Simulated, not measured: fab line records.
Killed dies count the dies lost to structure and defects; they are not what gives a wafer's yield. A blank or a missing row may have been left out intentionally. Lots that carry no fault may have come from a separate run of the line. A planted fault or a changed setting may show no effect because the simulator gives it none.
Comparing a struck lot with a sound one ; flow sky130 ; 16 out of 708 route steps
Sound: the wafers L728.2, L728.5, L728.6. Wafers L729.1, L729.2, L729.5 were the ones struck. At the end, the cause is stated.
Order at every step that has rows: each side's tool, ch and its chambers, its first start. Under that, the readings that differ: sound wafers ; struck wafers ; difference of the means ; sigmas: that difference in standard deviations of wafers without a fault.
alike: readings with means less than 2 such deviations apart, plus words and numbers identical on both sides. not compared: withheld readings, readings lacking a value on some wafer, bounds such as >300 that could conceal the same value, and numbers that have no deviation in the record and whose values overlap.
Wherever a step has rows on one side only, a row that says differs or no value, or a row with sigmas, the two part there. Numbers that have no deviation but don't overlap get no sigmas and don't part them. A reading that every wafer of one side lacks parts them only if that side has two wafers or more.

first, 1 step without rows for these wafers: SKY_LDD_N_IMPLANT_15.
SKY_LDD_N_STRIP_16: strips in O2/N2.
  sound on plasma asher-02 ch 0,1, day 18 04:22; struck on plasma asher-03 ch 0,1, day 18 18:01
  alike: drypump motor current A, oes product au, strip time to endpoint s
  not compared: rf hours counter h
SKY_LDD_N_TW_MEAS_17:
  sound: film metro-01 at day 18 04:29; struck: film metro-03 at day 18 18:07
reading;sound;struck;difference;sigmas
LDD_N_TW;2576 2558 2567;2606 2611 2604;+40;+3
then, 7 steps without rows for these wafers: SKY_LDD_P_DEHYDRATE_00 (time 60 s); SKY_LDD_P_HMDS_01 (prime time 60 s); SKY_LDD_P_COAT_02 (resist thk 1140 nm); SKY_LDD_P_SOFTBAKE_03 (time 60 s); SKY_LDD_P_EXPOSE_04 (exposes mask PSDM, target cd 380 nm); SKY_LDD_P_PEB_05; SKY_LDD_P_DEVELOP_06 (develop time 60 s).
SKY_LDD_P_CD_MEAS_07: the cd target is 380 nm.
  sound: cd sem-01 at day 19 10:18; struck: cd sem-01 at day 20 01:06
  alike: cd nm
SKY_LDD_P_OVL_MEAS_08:
  sound: overlay-02 at day 19 10:25; struck: overlay-02 at day 20 01:13
  alike: LDD_P_OVL
SKY_LDD_P_IMPLANT_09:
  sound on implanter-01 ch 0, day 19 10:28; struck on implanter-01 ch 0, day 20 01:16
reading;sound;struck;difference;sigmas
beam energy keV;24.995 24.999 24.999;27.060 27.045 27.050;+2.054;+99 or more
model.implant.rp nm (nm);21.35 21.35 21.35;22.3 22.3 22.3;+0.9;
model.implant.drp nm (nm);11.41 11.41 11.41;12.06 12.06 12.06;+0.65;
SKY_LDD_P_STRIP_10: strips in O2/N2.
  sound on plasma asher-01 ch 0,1, day 19 10:35; struck on plasma asher-02 ch 0,1, day 20 01:25
  alike: drypump motor current A, oes product au, strip time to endpoint s
  not compared: rf hours counter h
SKY_LDD_P_TW_MEAS_11:
  sound: film metro-01 at day 19 10:42; struck: film metro-03 at day 20 01:44
reading;sound;struck;difference;sigmas
LDD_P_TW;641 640 644;648 650 654;+9;+2
  not compared: hold
-- the record jumps here: 26 days lie between the struck wafers' starts before and after (it left off in module LDD_P and takes up again in module PAD_OPEN, whose first step shown is number 708 of the route) --
SKY_PAD_OPEN_PROBE_99:
  only the struck wafers here have rows in the record (prober-02, day 46 09:04); the sound ones have none

== WHERE THEY PART ==
At SKY_LDD_N_TW_MEAS_17 first; at SKY_PAD_OPEN_PROBE_99 last (within this record only).

WHY: the cause the simulator had injected
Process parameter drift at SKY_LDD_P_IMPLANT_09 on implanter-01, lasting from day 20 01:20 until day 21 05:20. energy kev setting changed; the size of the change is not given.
